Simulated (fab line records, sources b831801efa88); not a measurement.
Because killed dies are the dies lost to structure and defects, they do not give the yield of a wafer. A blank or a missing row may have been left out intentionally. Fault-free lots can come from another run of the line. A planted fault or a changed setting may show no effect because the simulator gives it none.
Lot-split experiment | flow sfqLine | route with 325 steps; 5 lots, 23 wafers read

ABOUT THE SPLIT
At SFQ_TRILAYER_M6_LITHO_PEB_162 (peb time 60 s), the setting pebTempC was moved away from the recipe's 115 C on 11 of the 23 wafers read, by +1.8% to +2.6%. The other wafers ran this setting at the recipe's value.

BETWEEN THE SPLIT AND THE READING: the file shows 1 step in between
- SFQ_TRILAYER_M6_LITHO_DEVELOP_161: time 60 s

THE READING
M6.cdNm (the simulator's own value, which no gauge read), in nm, at SFQ_TRILAYER_M6_BARC_OPEN_METAL_ETCH_206 (etches BARC in O2, target depth 125 nm, time 41.7 s). There is no usual value for it anywhere in the file. Across the 12 wafers here that went through the recipe, the average is 501.1 nm and the standard deviation 1.5 nm.

wafer  | tool, chamber at the split | pebTempC as run, C | against the recipe | M6.cdNm, nm | against lot-mates on the recipe
L074.2 | lithoTrack-02, 0           | 118                | +2.6%              | 452.3       | -49.6
L074.3 | lithoTrack-02, 0           | 115                | recipe             | 501         | -
L074.4 | lithoTrack-02, 0           | 115                | recipe             | 502.8       | -
L074.5 | lithoTrack-02, 0           | 118                | +2.6%              | 453.1       | -48.8
L074.6 | lithoTrack-02, 0           | 118                | +2.6%              | 452.6       | -49.3
L076.1 | lithoTrack-02, 0           | 117.3              | +2.0%              | 465.5       | -38.0
L076.2 | lithoTrack-02, 0           | 115                | recipe             | 503.5       | -
L076.3 | lithoTrack-02, 0           | 115                | recipe             | 503.5       | -
L076.4 | lithoTrack-02, 0           | 117.3              | +2.0%              | 465.9       | -37.6
L076.6 | lithoTrack-02, 0           | 117.3              | +2.0%              | 465.8       | -37.7
L077.2 | lithoTrack-01, 0           | 115                | recipe             | 500         | -
L077.3 | lithoTrack-01, 0           | 117.1              | +1.8%              | 463.9       | -36.5
L077.4 | lithoTrack-01, 0           | 117.1              | +1.8%              | 464.5       | -35.9
L077.5 | lithoTrack-01, 0           | 115                | recipe             | 500.8       | -
L077.6 | lithoTrack-01, 0           | 117.1              | +1.8%              | 464.7       | -35.7
L079.1 | lithoTrack-03, 0           | 115                | recipe             | 501.7       | -
L079.3 | lithoTrack-03, 0           | 115                | recipe             | 501.4       | -
L079.4 | lithoTrack-03, 0           | 117.9              | +2.5%              | 454.9       | -46.6
L079.5 | lithoTrack-03, 0           | 117.9              | +2.5%              | 455         | -46.5
L079.6 | lithoTrack-03, 0           | 115                | recipe             | 501.3       | -
L083.1 | lithoTrack-01, 0           | 115                | recipe             | 499.1       | -
L083.2 | lithoTrack-01, 0           | 115                | recipe             | 499.7       | -
L083.6 | lithoTrack-01, 0           | 115                | recipe             | 498.8       | -

THE FIT
A straight line over all 23 wafers: M6.cdNm changes by -18.6 nm for each +1% of pebTempC; r = -1.00; the points scatter about the line by 1.7 nm.
The same after taking each lot's own level away (the mean of its wafers on the recipe; 23 wafers): -18.9 nm for each +1%; r = -1.00; scatter 0.77 nm.
According to that fit, moving pebTempC by its largest amount changes the reading by 49 nm.
Across the lots, their own levels run from 499.20 to 503.50 nm, a range of 2.8 times the standard deviation given above.
So the lot-to-lot level changes the slope little: the two slopes agree.
Check: for one of the wafers moved furthest among these (+2.6%), held out of the fit, the line's prediction against its lot-mates is -49.3 nm. Against them it came out at -49.6 nm.

OTHER SPLITS ON THESE WAFERS
Before the reading, these wafers also passed through other splits. Each is held against what the fit with the lots' levels taken away leaves over:
other split on the same wafers             | wafers away from the commonest value | r with M6.cdNm (lot level and that fit taken away)
SFQ_TRILAYER_M6_LITHO_COAT_164 resistThkNm | 10                                   | -0.22

THE FILE'S OWN FIT
M6.cdNm changes by -18.9 nm for each +1% of pebTempC, r = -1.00.
